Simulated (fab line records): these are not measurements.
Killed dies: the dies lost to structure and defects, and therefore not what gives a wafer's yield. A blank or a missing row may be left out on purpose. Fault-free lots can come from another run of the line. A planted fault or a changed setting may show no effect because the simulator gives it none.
The tool behind it: which one? + flow sky130 + 11 lots (33 wafers sampled), 1 step of a 708-step route

== WHAT THE GAUGES SHOWED, per wafer ==
SKY_NWELL_OVL_MEAS_23.
| lot  | measured     | on         | NWELL_01_OVL (nm) |
|------|--------------|------------|-------------------|
| L645 | day 5 16:47  | overlay-02 | -0.2 0.9 0.3      |
| L646 | day 5 17:07  | overlay-01 | -0.3 -0.2 0.2     |
| L647 | day 6 01:14  | overlay-02 | -0.5 -0.5 -2.6    |
| L649 | day 6 14:52  | overlay-01 | -1.7 -1.0 -0.3    |
| L657 | day 8 13:01  | overlay-01 | -1.1 0.2 1.7      |
| L658 | day 8 18:08  | overlay-02 | -1.9 -2.7 -2.6    |
| L661 | day 9 15:19  | overlay-02 | 0.8 1.1 2.1       |
| L663 | day 10 02:31 | overlay-02 | -1.8 -2.9 -0.6    |
| L664 | day 10 07:25 | overlay-01 | -1.6 -2.7 0.1     |
| L665 | day 10 13:58 | overlay-01 | -1.2 -0.7 0.3     |
| L667 | day 11 06:56 | overlay-01 | -2.9 -0.9 -0.7    |

== EACH LOT AND THE TOOL THAT RAN IT (in order: tool; ch and the chambers of the sampled wafers; start) ==
Record: no process step prior to these readings.

== AS READ BY THE TOOLS THEMSELVES (means over the sampled wafers that have a number; for cases with no such wafer, the mark the record gives instead) ==
The record holds no such reading with a usual standard deviation.

== THE ANSWER, worked out from the rows above alone ==
Rule: what is usual is taken from the lots themselves. Put in order of their means at a reading, lots are off if they are a third of the lots or fewer, leave a main group of 4 or more, and stand apart from it by a gap of 3 or more times the standard deviation of the main group's means; of several such gaps the widest counts. A main group is skipped when, at the precision printed for the reading in the tables above, its means are all equal. Also off: a lot with no number at a reading for which 4 or more lots have one. Any other lot the step has rows for is counted as sound. After the gauges, taken in route order, come the tools' own readings; for these a lot's mean is taken, as printed above. The first step at which some lot is off is used, and at that step the reading that is off furthest; a lot without a number counts as furthest.
Across all readings shown, no lot is off: no conclusion can be drawn from this.

== WHAT HAD BEEN PUT IN BY THE SIMULATOR ==
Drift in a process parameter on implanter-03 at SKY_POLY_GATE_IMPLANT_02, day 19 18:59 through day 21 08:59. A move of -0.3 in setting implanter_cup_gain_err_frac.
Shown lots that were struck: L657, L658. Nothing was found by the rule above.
